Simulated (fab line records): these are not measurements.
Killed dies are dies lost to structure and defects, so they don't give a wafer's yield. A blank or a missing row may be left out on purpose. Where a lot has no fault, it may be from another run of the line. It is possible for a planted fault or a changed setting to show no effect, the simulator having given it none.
fab line records -- flow gf180mcu -- part 1 of 2: steps 1 to 45 of 46
[record] lots = 6, wafers = 18, last-day = 34
route steps=602 shown MVSD@74 MVPSD@78 VT_IMPLANT@90 V2@398 PASSIVATION@602
lots that met no fault: taken from a fault-free run of the same line
start-h: hours from the record's opening day to when the first of the lot's shown wafers began -- wait-h: hours from the lot's prior step to this one -- " same as the row above -- L1.1+2: one row covering several wafers at once -- - no value, or no start was given -- * or withheld: withheld -- < > ~ a bound
route shown NAME@n: NAME is a module with steps in the file, n the number in the route of the first one -- usual: the fault-free wafers' mean and standard deviation -- same: alike in all rows -- chamber/n: place in a boat -- sites: per-site readings -- _std_site: the values' standard deviation -- _edge_site: mean of outer sites minus mean of inner sites -- radius-mm: for every site, how far away it sits from the centre of the wafer -- mask NAME#n: copy n -- behind: tool/chamber where the wafer was last shaped -- hold: cause of the lot's hold/its duration in hours/its outcome -- device: whichever transistor did not switch (one of n, p or np) -- end of line: the same wafers' tests at the end of the route -- where a step has no rows: the recipe by itself -- killed: dies lost to structure and defects at the first sort, not the wafer's yield -- map: the dies of a wafer, with x for killed, . for not killed, _ for no die there
set.NAME: the setting the step ran with; set.NAME@STEP: the setting that earlier step ran with -- model.NAME: the simulator's own value behind a step, which no gauge read
a table for each step, a row for each wafer; lots at some steps of the route
services: from which hour (start-h, from the record's first day; less than 0 if before it) a tool's chamber was out of use, for how many hours, and why
[[steps]]
[step GF_MVSD_IMPLANT_08]
[recipe] species = P, energy-kev = 400, dose-cm2 = 1.6e+13, tilt-deg = 0
[step GF_MVSD_IMPLANT_09]
[recipe] species = P, energy-kev = 100, dose-cm2 = 5e+12, tilt-deg = 0
[step GF_MVSD_STRIP_10]
[recipe] chemistry = O2/N2, power-w = 1400, pressure-mtorr = 1500, platen-temp-c = 250, o2-flow-sccm = 3000, n2-flow-sccm = 300, overash-fraction = 0.5
[usual] drypump-motor-current-A = 5.5/0.36, heater-power-w = 340/27, oes-product-au = 0.723/0.0045, strip-time-to-endpoint-s = 36.93/0.1
[same] overash-fraction = 0.5
lot.wafer,tool,chamber,start-h,wait-h,drypump-motor-current-A,heater-power-w,oes-product-au,rf-hours-counter-h,strip-time-to-endpoint-s
L155.1,plasma-asher-04,0,83.31,0.1,5.4,361,0.728,28,36.84
L155.2,plasma-asher-04,1,83.31,0.1,5.5,324,0.725,28,36.82
L155.3,plasma-asher-04,1,83.31,0.1,5.5,324,0.724,-,36.91
L157.1,plasma-asher-01,0,100.05,0.1,5.1,285,0.713,44,36.96
L157.2,plasma-asher-01,1,100.05,0.1,6.4,372,0.719,44,36.91
L157.6,plasma-asher-01,1,100.05,0.1,6.4,384,0.719,-,37.02
L165.1,plasma-asher-01,0,145.07,0.1,5.1,291,0.718,49,36.95
L165.4,plasma-asher-01,0,145.07,0.1,5.1,280,0.723,-,37.02
L165.5,plasma-asher-01,1,145.07,0.1,6.4,385,0.717,-,36.99
L167.1,plasma-asher-03,1,154.25,0.1,5.7,344,0.726,4,37.07
L167.4,plasma-asher-03,0,154.25,0.1,5.4,355,0.724,-,37.08
L167.5,plasma-asher-03,1,154.25,0.1,5.7,338,0.721,-,36.96
L176.1,plasma-asher-04,0,204.30,0.1,5.4,357,0.723,40,36.93
L176.4,plasma-asher-04,1,204.30,0.1,5.5,321,0.723,-,36.92
L176.5,plasma-asher-04,0,204.30,0.1,5.4,362,0.727,-,36.92
L178.2,plasma-asher-01,0,214.77,0.1,5.1,280,0.726,56,36.87
L178.3,plasma-asher-01,1,214.77,0.1,6.4,375,0.726,-,36.78
L178.6,plasma-asher-01,0,214.77,0.1,5.1,286,0.728,-,36.88
[step GF_MVSD_TW_MEAS_11]
[usual] MVSD_TW = 1576/10
lot.wafer,tool,chamber,start-h,wait-h,MVSD_TW
L155.1,film-metro-02,-,83.41,0.1,1597
L155.2,film-metro-02,-,83.41,0.1,1588
L155.3,film-metro-02,-,83.41,0.1,1586
L157.1,film-metro-03,-,100.15,0.1,1563
L157.2,film-metro-03,-,100.15,0.1,1559
L157.6,film-metro-03,-,100.15,0.1,1558
L165.1,film-metro-02,-,145.17,0.1,1587
L165.4,film-metro-02,-,145.17,0.1,1594
L165.5,film-metro-02,-,145.17,0.1,1585
L167.1,film-metro-04,-,154.35,0.1,1568
L167.4,film-metro-04,-,154.35,0.1,1573
L167.5,film-metro-04,-,154.35,0.1,1570
L176.1,film-metro-03,-,204.40,0.1,1570
L176.4,film-metro-03,-,204.40,0.1,1565
L176.5,film-metro-03,-,204.40,0.1,1573
L178.2,film-metro-03,-,214.88,0.1,1577
L178.3,film-metro-03,-,214.88,0.1,1576
L178.6,film-metro-03,-,214.88,0.1,1581
[step GF_MVPSD_DEHYDRATE_00]
[recipe] temp-c = 200, time-s = 60
[step GF_MVPSD_HMDS_01]
[recipe] prime-time-s = 60, prime-temp-c = 120
[step GF_MVPSD_COAT_02]
[recipe] spin-rpm = 2000, resist-thk-nm = 3000
[step GF_MVPSD_SOFTBAKE_03]
[recipe] temp-c = 110, time-s = withheld
[step GF_MVPSD_EXPOSE_04]
[recipe] mask-id = MVPSD, target-cd-nm = 1000, na = 0.6, source-shape = conventional, sigma-outer = 0.6, dose-mj = 260
[step GF_MVPSD_PEB_05]
[recipe] temp-c = 115, time-s = withheld
[step GF_MVPSD_DEVELOP_06]
[recipe] wall-angle-deg = 90, develop-time-s = 60, dev-temp-c = 23
[step GF_MVPSD_OVL_MEAS_07]
[usual] MVPSD_OVL = 1.3/1.3
lot.wafer,tool,chamber,start-h,wait-h,MVPSD_OVL[nm]
L155.1,overlay-02,-,96.61,-,2.3
L155.2,overlay-02,-,96.61,-,-0.1
L155.3,overlay-02,-,96.61,-,1.6
L157.1,overlay-01,-,114.59,-,0.6
L157.2,overlay-01,-,114.59,-,0.9
L157.6,overlay-01,-,114.59,-,1.9
L165.1,overlay-02,-,160.60,-,1.8
L165.4,overlay-02,-,160.60,-,3.1
L165.5,overlay-02,-,160.60,-,0.6
L167.1,overlay-01,-,170.06,-,2.2
L167.4,overlay-01,-,170.06,-,1.6
L167.5,overlay-01,-,170.06,-,3.4
L176.1,overlay-01,-,221.78,-,1.9
L176.4,overlay-01,-,221.78,-,3.3
L176.5,overlay-01,-,221.78,-,1.3
L178.2,overlay-01,-,232.59,-,1.0
L178.3,overlay-01,-,232.59,-,1.5
L178.6,overlay-01,-,232.59,-,1.4
[step GF_MVPSD_IMPLANT_08]
[recipe] species = B, energy-kev = 170, dose-cm2 = 1.5e+13, tilt-deg = 0
[usual] dose-ions-cm2 = 1.5e+13/1.4e+10, faraday-current-uA = 84.5/1.7
lot.wafer,tool,chamber,start-h,wait-h,dose-ions-cm2,faraday-current-uA
L155.1,implanter-01,0,96.65,0.0,1.5e+13,87.8
L155.2,implanter-01,0,96.65,0.0,1.4979e+13,85.3
L155.3,implanter-01,0,96.65,0.0,1.4985e+13,84.3
L157.1,implanter-02,0,114.62,0.0,1.5028e+13,85.3
L157.2,implanter-02,0,114.62,0.0,1.4988e+13,83.7
L157.6,implanter-02,0,114.62,0.0,1.5011e+13,83.1
L165.1,implanter-02,0,160.63,0.0,6.753e+12,38.6
L165.4,implanter-02,0,160.63,0.0,6.783e+12,39.1
L165.5,implanter-02,0,160.63,0.0,6.755e+12,37.1
L167.1,implanter-02,0,170.10,0.0,6.77e+12,38.6
L167.4,implanter-02,0,170.10,0.0,6.764e+12,36.7
L167.5,implanter-02,0,170.10,0.0,6.763e+12,37.8
L176.1,implanter-01,0,221.82,0.0,1.4982e+13,83.8
L176.4,implanter-01,0,221.82,0.0,1.5004e+13,82.3
L176.5,implanter-01,0,221.82,0.0,1.5006e+13,85.0
L178.2,implanter-03,0,232.64,0.0,1.5007e+13,85.2
L178.3,implanter-03,0,232.64,0.0,1.5003e+13,84.0
L178.6,implanter-03,0,232.64,0.0,1.4985e+13,82.5
[step GF_MVPSD_IMPLANT_09]
[recipe] species = B, energy-kev = 40, dose-cm2 = 5e+12, tilt-deg = 0
[step GF_MVPSD_STRIP_10]
[recipe] chemistry = O2/N2, power-w = 1400, pressure-mtorr = 1500, platen-temp-c = 250, o2-flow-sccm = 3000, n2-flow-sccm = 300, overash-fraction = 0.5
[usual] drypump-motor-current-A = 5.8/0.46, heater-power-w = 335/30, oes-product-au = 0.722/0.0051, strip-time-to-endpoint-s = 36.95/0.12
[same] overash-fraction = 0.5
lot.wafer,tool,chamber,start-h,wait-h,drypump-motor-current-A,heater-power-w,oes-product-au,rf-hours-counter-h,strip-time-to-endpoint-s
L155.1,plasma-asher-03,0,96.95,0.1,5.4,333,0.727,43,36.79
L155.2,plasma-asher-03,1,96.95,0.1,5.7,340,0.722,43,36.76
L155.3,plasma-asher-03,0,96.95,0.1,5.4,334,0.718,-,36.76
L157.1,plasma-asher-01,1,114.92,0.1,6.4,385,0.715,46,36.93
L157.2,plasma-asher-01,0,114.92,0.1,5.1,288,0.720,46,36.97
L157.6,plasma-asher-01,0,114.92,0.1,5.1,290,0.719,-,36.99
L165.1,plasma-asher-01,0,160.93,0.1,5.1,293,0.716,51,36.96
L165.4,plasma-asher-01,0,160.93,0.1,5.1,283,0.706,-,36.96
L165.5,plasma-asher-01,1,160.93,0.1,6.4,373,0.724,-,36.92
L167.1,plasma-asher-01,1,170.40,0.1,6.4,368,0.725,52,36.94
L167.4,plasma-asher-01,1,170.40,0.1,6.4,375,0.727,-,37.18
L167.5,plasma-asher-01,1,170.40,0.1,6.4,380,0.726,-,37.15
L176.1,plasma-asher-02,0,222.12,0.1,6.1,332,0.723,59,37.00
L176.4,plasma-asher-02,0,222.12,0.1,6.1,326,0.720,-,37.09
L176.5,plasma-asher-02,1,222.12,0.1,5.9,333,0.730,-,37.00
L178.2,plasma-asher-03,0,232.92,0.1,5.4,358,0.724,12,37.10
L178.3,plasma-asher-03,1,232.92,0.1,5.7,336,0.721,-,37.07
L178.6,plasma-asher-03,0,232.92,0.1,5.4,344,0.728,-,37.09
[step GF_MVPSD_TW_MEAS_11]
[usual] MVPSD_TW = 552.2/2.9
lot.wafer,tool,chamber,start-h,wait-h,MVPSD_TW
L155.1,film-metro-02,-,97.05,0.1,557.7
L155.2,film-metro-02,-,97.05,0.1,553.8
L155.3,film-metro-02,-,97.05,0.1,553.6
L157.1,film-metro-04,-,115.02,0.1,549.5
L157.2,film-metro-04,-,115.02,0.1,548.6
L157.6,film-metro-04,-,115.02,0.1,550.3
L165.1,film-metro-02,-,161.03,0.1,458.9
L165.4,film-metro-02,-,161.03,0.1,462.4
L165.5,film-metro-02,-,161.03,0.1,462.4
L167.1,film-metro-03,-,170.50,0.1,455.1
L167.4,film-metro-03,-,170.50,0.1,456.2
L167.5,film-metro-03,-,170.50,0.1,455.2
L176.1,film-metro-03,-,222.22,0.1,547.5
L176.4,film-metro-03,-,222.22,0.1,551.7
L176.5,film-metro-03,-,222.22,0.1,548.6
L178.2,film-metro-02,-,233.03,0.1,550.6
L178.3,film-metro-02,-,233.03,0.1,552.4
L178.6,film-metro-02,-,233.03,0.1,553.3
[step GF_VT_IMPLANT_DEHYDRATE_00]
[recipe] temp-c = 200, time-s = 60
[step GF_VT_IMPLANT_HMDS_01]
[recipe] prime-time-s = 60, prime-temp-c = 120
[step GF_VT_IMPLANT_COAT_02]
[recipe] resist = NOVOLAK, spin-rpm = 3000, resist-thk-nm = 1000
[step GF_VT_IMPLANT_SOFTBAKE_03]
[recipe] temp-c = 90, time-s = 60, resist = NOVOLAK
[step GF_VT_IMPLANT_EXPOSE_04]
[recipe] mask-id = LVPWELL_LV_AREA, target-cd-nm = 600, na = 0.6, source-shape = conventional, sigma-outer = 0.6, dose-mj = 140
[step GF_VT_IMPLANT_PEB_05]
[recipe] temp-c = withheld, time-s = *, resist = NOVOLAK
[step GF_VT_IMPLANT_DEVELOP_06]
[recipe] develop-time-s = 60, dev-temp-c = 23
[step GF_VT_IMPLANT_OVL_MEAS_07]
[usual] VT_IMPLANT_OVL = 0.1/1
lot.wafer,tool,chamber,start-h,wait-h,VT_IMPLANT_OVL[nm]
L155.1,overlay-01,-,111.53,0.1,0.8
L155.2,overlay-01,-,111.53,0.1,-0.3
L155.3,overlay-01,-,111.53,0.1,0.0
L157.1,overlay-01,-,129.60,0.1,1.2
L157.2,overlay-01,-,129.60,0.1,0.6
L157.6,overlay-01,-,129.60,0.1,-0.5
L165.1,overlay-01,-,175.87,0.1,0.5
L165.4,overlay-01,-,175.87,0.1,-0.7
L165.5,overlay-01,-,175.87,0.1,0.8
L167.1,overlay-01,-,186.15,0.1,-1.9
L167.4,overlay-01,-,186.15,0.1,-0.1
L167.5,overlay-01,-,186.15,0.1,1.0
L176.1,overlay-02,-,239.98,0.1,-0.2
L176.4,overlay-02,-,239.98,0.1,0.3
L176.5,overlay-02,-,239.98,0.1,0.5
L178.2,overlay-01,-,251.03,0.1,0.7
L178.3,overlay-01,-,251.03,0.1,-0.7
L178.6,overlay-01,-,251.03,0.1,0.2
[step GF_VT_IMPLANT_IMPLANT_08]
[recipe] species = BF2, energy-kev = 20, dose-cm2 = 8.29e+12, tilt-deg = 7
[step GF_VT_IMPLANT_STRIP_09]
[recipe] chemistry = O2/N2, power-w = 1400, pressure-mtorr = 1500, platen-temp-c = 250, o2-flow-sccm = 3000, n2-flow-sccm = 300, overash-fraction = 0.5
[usual] drypump-motor-current-A = 5.63/0.26, heater-power-w = 341/14, oes-product-au = 0.716/0.0049, strip-time-to-endpoint-s = 12.63/0.031
[same] overash-fraction = 0.5
lot.wafer,tool,chamber,start-h,wait-h,drypump-motor-current-A,heater-power-w,oes-product-au,rf-hours-counter-h,strip-time-to-endpoint-s
L155.1,plasma-asher-04,0,111.72,0.1,5.37,347,0.713,31,12.58
L155.2,plasma-asher-04,1,111.72,0.1,5.45,327,0.717,31,12.57
L155.3,plasma-asher-04,0,111.72,0.1,5.40,357,0.714,-,12.61
L157.1,plasma-asher-03,0,129.78,0.1,5.37,359,0.725,1,12.60
L157.2,plasma-asher-03,1,129.78,0.1,5.73,338,0.711,1,12.64
L157.6,plasma-asher-03,1,129.78,0.1,5.73,331,0.715,-,12.65
L165.1,plasma-asher-02,0,176.06,0.1,6.07,340,0.716,54,12.64
L165.4,plasma-asher-02,0,176.06,0.1,6.07,346,0.712,-,12.59
L165.5,plasma-asher-02,0,176.06,0.1,6.07,344,0.717,-,12.59
L167.1,plasma-asher-03,0,186.33,0.1,5.40,351,0.713,7,12.62
L167.4,plasma-asher-03,0,186.33,0.1,5.38,349,0.725,-,12.64
L167.5,plasma-asher-03,1,186.33,0.1,5.69,338,0.719,-,12.66
L176.1,plasma-asher-04,0,240.17,0.1,5.38,364,0.718,44,12.61
L176.4,plasma-asher-04,1,240.17,0.1,5.47,327,0.719,-,12.60
L176.5,plasma-asher-04,1,240.17,0.1,5.47,325,0.708,-,12.60
L178.2,plasma-asher-04,1,251.21,0.1,5.46,329,0.711,45,12.68
L178.3,plasma-asher-04,0,251.21,0.1,5.38,355,0.711,-,12.68
L178.6,plasma-asher-04,0,251.21,0.1,5.38,363,0.722,-,12.62
[step GF_VT_IMPLANT_TW_MEAS_10]
[usual] VT_IMPLANT_TW = 564/3.4
lot.wafer,tool,chamber,start-h,wait-h,VT_IMPLANT_TW
L155.1,film-metro-01,-,111.82,0.1,568
L155.2,film-metro-01,-,111.82,0.1,566
L155.3,film-metro-01,-,111.82,0.1,563
L157.1,film-metro-02,-,129.88,0.1,566
L157.2,film-metro-02,-,129.88,0.1,566
L157.6,film-metro-02,-,129.88,0.1,569
L165.1,film-metro-01,-,176.16,0.1,566
L165.4,film-metro-01,-,176.16,0.1,569
L165.5,film-metro-01,-,176.16,0.1,569
L167.1,film-metro-01,-,186.43,0.1,567
L167.4,film-metro-01,-,186.43,0.1,568
L167.5,film-metro-01,-,186.43,0.1,565
L176.1,film-metro-02,-,240.27,0.1,561
L176.4,film-metro-02,-,240.27,0.1,563
L176.5,film-metro-02,-,240.27,0.1,563
L178.2,film-metro-02,-,251.32,0.1,564
L178.3,film-metro-02,-,251.32,0.1,561
L178.6,film-metro-02,-,251.32,0.1,558
[step GF_VT_IMPLANT_DEHYDRATE_11]
[recipe] temp-c = 200, time-s = 60
[step GF_VT_IMPLANT_HMDS_12]
[recipe] prime-time-s = 60, prime-temp-c = 120
[step GF_VT_IMPLANT_COAT_13]
[recipe] resist = NOVOLAK, spin-rpm = 3000, resist-thk-nm = 1000
[step GF_VT_IMPLANT_SOFTBAKE_14]
[recipe] temp-c = 90, time-s = 60, resist = NOVOLAK
[step GF_VT_IMPLANT_EXPOSE_15]
[recipe] mask-id = Nwell_LV_AREA, target-cd-nm = 860, na = 0.6, source-shape = conventional, sigma-outer = 0.6, dose-mj = 140
[step GF_VT_IMPLANT_PEB_16]
[recipe] temp-c = withheld, time-s = *, resist = NOVOLAK
[step GF_VT_IMPLANT_DEVELOP_17]
[recipe] develop-time-s = 60, dev-temp-c = 23
[step GF_VT_IMPLANT_OVL_MEAS_18]
[usual] VT_IMPLANT_01_OVL = 0.7/1.2
lot.wafer,tool,chamber,start-h,wait-h,VT_IMPLANT_01_OVL[nm]
L155.1,overlay-01,-,126.53,0.1,0.2
L155.2,overlay-01,-,126.53,0.1,1.2
L155.3,overlay-01,-,126.53,0.1,0.7
L157.1,overlay-01,-,145.52,0.1,0.7
L157.2,overlay-01,-,145.52,0.1,-0.9
L157.6,overlay-01,-,145.52,0.1,-1.4
L165.1,overlay-02,-,192.47,0.1,1.0
L165.4,overlay-02,-,192.47,0.1,-0.3
L165.5,overlay-02,-,192.47,0.1,-0.1
L167.1,overlay-02,-,203.58,0.1,2.0
L167.4,overlay-02,-,203.58,0.1,1.4
L167.5,overlay-02,-,203.58,0.1,0.8
L176.1,overlay-02,-,258.22,0.1,1.3
L176.4,overlay-02,-,258.22,0.1,1.5
L176.5,overlay-02,-,258.22,0.1,0.3
L178.2,overlay-02,-,269.88,0.1,1.6
L178.3,overlay-02,-,269.88,0.1,0.8
L178.6,overlay-02,-,269.88,0.1,2.0
[step GF_VT_IMPLANT_IMPLANT_19]
[recipe] species = As, energy-kev = 100, dose-cm2 = 4.35e+12, tilt-deg = 7
[step GF_VT_IMPLANT_STRIP_20]
[recipe] chemistry = O2/N2, power-w = 1400, pressure-mtorr = 1500, platen-temp-c = 250, o2-flow-sccm = 3000, n2-flow-sccm = 300, overash-fraction = 0.5
[usual] drypump-motor-current-A = 5.57/0.23, heater-power-w = 342/13, oes-product-au = 0.716/0.0044, strip-time-to-endpoint-s = 12.63/0.036
[same] overash-fraction = 0.5
lot.wafer,tool,chamber,start-h,wait-h,drypump-motor-current-A,heater-power-w,oes-product-au,rf-hours-counter-h,strip-time-to-endpoint-s
L155.1,plasma-asher-02,0,126.72,0.1,6.08,337,0.709,49,12.68
L155.2,plasma-asher-02,1,126.72,0.1,5.94,335,0.712,49,12.68
L155.3,plasma-asher-02,1,126.72,0.1,5.95,338,0.715,-,12.67
L157.1,plasma-asher-03,0,145.71,0.1,5.38,356,0.717,3,12.67
L157.2,plasma-asher-03,1,145.71,0.1,5.68,337,0.712,3,12.67
L157.6,plasma-asher-03,1,145.71,0.1,5.72,331,0.714,-,12.66
L165.1,plasma-asher-03,1,192.66,0.1,5.69,340,0.720,8,12.63
L165.4,plasma-asher-03,1,192.66,0.1,5.68,334,0.715,-,12.62
L165.5,plasma-asher-03,1,192.66,0.1,5.71,331,0.719,-,12.59
L167.1,plasma-asher-04,1,203.77,0.1,5.47,330,0.709,40,12.68
L167.4,plasma-asher-04,1,203.77,0.1,5.46,329,0.718,-,12.66
L167.5,plasma-asher-04,1,203.77,0.1,5.48,331,0.710,-,12.67
L176.1,plasma-asher-03,0,258.41,0.1,5.38,353,0.713,15,12.60
L176.4,plasma-asher-03,1,258.41,0.1,5.68,338,0.718,-,12.60
L176.5,plasma-asher-03,0,258.41,0.1,5.40,349,0.717,-,12.62
L178.2,plasma-asher-03,1,270.06,0.1,5.71,341,0.721,16,12.62
L178.3,plasma-asher-03,0,270.06,0.1,5.39,352,0.716,-,12.62
L178.6,plasma-asher-03,0,270.06,0.1,5.37,355,0.718,-,12.57
[step GF_VT_IMPLANT_TW_MEAS_21]
[usual] VT_IMPLANT_2_TW = 1217/7.5
lot.wafer,tool,chamber,start-h,wait-h,VT_IMPLANT_2_TW
L155.1,film-metro-01,-,126.82,0.1,1219
L155.2,film-metro-01,-,126.82,0.1,1217
L155.3,film-metro-01,-,126.82,0.1,1214
L157.1,film-metro-01,-,145.81,0.1,1232
L157.2,film-metro-01,-,145.81,0.1,1223
L157.6,film-metro-01,-,145.81,0.1,1227
L165.1,film-metro-02,-,192.76,0.1,1202
L165.4,film-metro-02,-,192.76,0.1,1219
L165.5,film-metro-02,-,192.76,0.1,1216
L167.1,film-metro-02,-,203.87,0.1,1210
L167.4,film-metro-02,-,203.87,0.1,1210
L167.5,film-metro-02,-,203.87,0.1,1209
L176.1,film-metro-01,-,258.51,0.1,1220
L176.4,film-metro-01,-,258.51,0.1,1211
L176.5,film-metro-01,-,258.51,0.1,1218
L178.2,film-metro-01,-,270.17,0.1,1213
L178.3,film-metro-01,-,270.17,0.1,1222
L178.6,film-metro-01,-,270.17,0.1,1211
[step GF_VT_IMPLANT_DEHYDRATE_22]
[recipe] temp-c = 200, time-s = 60
[step GF_VT_IMPLANT_HMDS_23]
[recipe] prime-time-s = 60, prime-temp-c = 120
[step GF_VT_IMPLANT_COAT_24]
[recipe] resist = NOVOLAK, spin-rpm = 3000, resist-thk-nm = 1000
[step GF_VT_IMPLANT_SOFTBAKE_25]
[recipe] temp-c = 90, time-s = 60, resist = NOVOLAK
[step GF_VT_IMPLANT_RS_MEAS_49]
[recipe] thk-meas-gauge = four-point-probe
[usual] MVPSD_RS = 1168.7/2.9
lot.wafer,tool,chamber,start-h,wait-h,MVPSD_RS[ohm/sq]
L155.1,film-metro-02,-,158.25,0.1,1169.1
L155.2,film-metro-02,-,158.25,0.1,1169.2
L155.3,film-metro-02,-,158.25,0.1,1168.2
L157.1,film-metro-03,-,178.00,0.1,1168.1
L157.2,film-metro-03,-,178.00,0.1,1167.0
L157.6,film-metro-03,-,178.00,0.1,1167.2
L165.1,film-metro-03,-,229.08,0.1,1723.2
L165.4,film-metro-03,-,229.08,0.1,1716.8
L165.5,film-metro-03,-,229.08,0.1,1718.0
L167.1,film-metro-02,-,239.70,0.1,1718.1
L167.4,film-metro-02,-,239.70,0.1,1711.1
L167.5,film-metro-02,-,239.70,0.1,1719.9
L176.1,film-metro-02,-,297.98,0.1,1174.1
L176.4,film-metro-02,-,297.98,0.1,1171.4
L176.5,film-metro-02,-,297.98,0.1,1171.0
L178.2,film-metro-03,-,309.80,0.1,1166.4
L178.3,film-metro-03,-,309.80,0.1,1167.3
L178.6,film-metro-03,-,309.80,0.1,1167.9
[step GF_V2_ETCH_16]
[recipe] chemistry = N2/H2, target-depth-a = withheld, overetch-a = withheld, time-s = withheld, target = BARC, ion-energy-ev = 200, source-w = 500, bias-w = 100, pressure-mtorr = 30, n2-flow-sccm = 100, h2-flow-sccm = 200
[usual] drypump-motor-current-A = 5.7/0.36, oes-product-au = 0.855/0.0044, throttle-valve-pct = 13.225/0.0089
lot.wafer,tool,chamber,start-h,wait-h,drypump-motor-current-A,oes-product-au,throttle-valve-pct,model.V2.cd-nm
L155.1,rie-diel-01,0,465.29,0.0,5.0,0.851,13.213,259.5
L155.2,rie-diel-01,2,465.29,0.0,5.6,0.857,13.230,259.4
L155.3,rie-diel-01,1,465.29,0.0,5.3,0.848,13.205,259.2
L157.1,rie-diel-02,0,490.58,0.0,5.9,0.851,13.230,260.1
L157.2,rie-diel-02,1,490.58,0.0,5.8,0.856,13.227,257.6
L157.6,rie-diel-02,1,490.58,0.0,5.8,0.856,13.246,259.3
L165.1,rie-diel-01,2,557.31,0.0,5.6,0.850,13.224,259.4
L165.4,rie-diel-01,0,557.31,0.0,5.0,0.863,13.217,258.7
L165.5,rie-diel-01,0,557.31,0.0,5.0,0.848,13.239,259.1
L167.1,rie-diel-01,2,573.26,0.0,5.7,0.852,13.250,255.3
L167.4,rie-diel-01,3,573.26,0.0,6.0,0.860,13.235,256.6
L167.5,rie-diel-01,3,573.26,0.0,6.0,0.851,13.236,255.3
L176.1,rie-diel-02,3,636.96,0.0,5.8,0.847,13.226,260
L176.4,rie-diel-02,2,636.96,0.0,5.8,0.851,13.228,261.7
L176.5,rie-diel-02,0,636.96,0.0,5.9,0.848,13.223,260.8
L178.2,rie-diel-02,0,644.70,0.0,5.9,0.852,13.221,259.2
L178.3,rie-diel-02,3,644.70,0.0,5.8,0.858,13.227,261.1
L178.6,rie-diel-02,0,644.70,0.0,5.9,0.858,13.232,259
[step GF_V2_ETCH_17]
[recipe] chemistry = C4F8/O2/Ar, mask-material = KrF, target = SiO2, stop-on = TiN, source-w = 1500, bias-w = 1200, pressure-mtorr = 40, c4f8-flow-sccm = withheld, O2_flow_sccm = 6, Ar_flow_sccm = 300, time-s = withheld, target-depth-a = 6300
[usual] oes-product-au = 0.856/0.0048
lot.wafer,tool,chamber,start-h,wait-h,oes-product-au,model.V2.cd-nm
L155.1,rie-diel-01,0,-,-,0.846,260.6
L155.2,rie-diel-01,2,-,-,0.855,259.3
L155.3,rie-diel-01,1,-,-,0.848,259.2
L157.1,rie-diel-02,0,-,-,0.855,260
L157.2,rie-diel-02,1,-,-,0.858,257.1
L157.6,rie-diel-02,1,-,-,0.853,258.8
L165.1,rie-diel-01,2,-,-,0.851,259.7
L165.4,rie-diel-01,0,-,-,0.859,259.6
L165.5,rie-diel-01,0,-,-,0.856,259.9
L167.1,rie-diel-01,2,-,-,0.856,254.6
L167.4,rie-diel-01,3,-,-,0.868,255.8
L167.5,rie-diel-01,3,-,-,0.858,254.4
L176.1,rie-diel-02,3,-,-,0.866,260.3
L176.4,rie-diel-02,2,-,-,0.859,263
L176.5,rie-diel-02,0,-,-,0.860,260.4
L178.2,rie-diel-02,0,-,-,0.856,259.2
L178.3,rie-diel-02,3,-,-,0.854,261.3
L178.6,rie-diel-02,0,-,-,0.855,258.5
[[key]]
[first-sign] step = GF_MVPSD_IMPLANT_08, reading = dose-ions-cm2, direction = down, sigmas = 99+, usual = 1.5e+13, struck = 6.765e+12
[effect] step = GF_MVPSD_IMPLANT_08, reading = faraday-current-uA, direction = down, sigmas = 27, usual = 84.5, struck = 38.0
[effect] step = GF_MVPSD_TW_MEAS_11, reading = MVPSD_TW, direction = down, sigmas = 32, usual = 552.2, struck = 458.4
[effect] step = GF_VT_IMPLANT_RS_MEAS_49, reading = MVPSD_RS, direction = up, sigmas = 99+, usual = 1168.7, struck = 1717.9
[model-effect] step = GF_V2_ETCH_16, value = V2.cd-nm, without = 259.5, struck = 257.4
[model-effect] step = GF_V2_ETCH_17, value = V2.cd-nm, without = 259.4, struck = 257.3
[model-effect] step = GF_PASSIVATION_PROBE_99, value = etest.p-drift.rs-ohm-sq, without = 2485, struck = 4544
met-at GF_MVPSD_IMPLANT_08
struck-wafers L165.1,L165.4,L165.5,L167.1,L167.4,L167.5
tester-left-out L165,L167
[loop-trim] step = GF_V2_EXPOSE_11, setting = dose, lots = L167
onset-between 114.62 160.63
[fault] kind = process-parameter-drift, tool = implanter-02, chamber = -, onset-h = 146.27, steps = GF_MVPSD_IMPLANT_08, channel = dose-cm2, offset = -8.2332e+12, shape = step, end-h = 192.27, acts-in = these-recipes-only, stated = 1.5e+13
// tester-left-out: of these lots the tester's yield and bins aren't shown, on N5 and GAA mostly nor the transistor test; their killed dies are dies lost to structure and defects alone, not to doping, threshold or leakage, so they don't give the yield
// loop-trim: a control loop set the setting to another value than it would have without faults
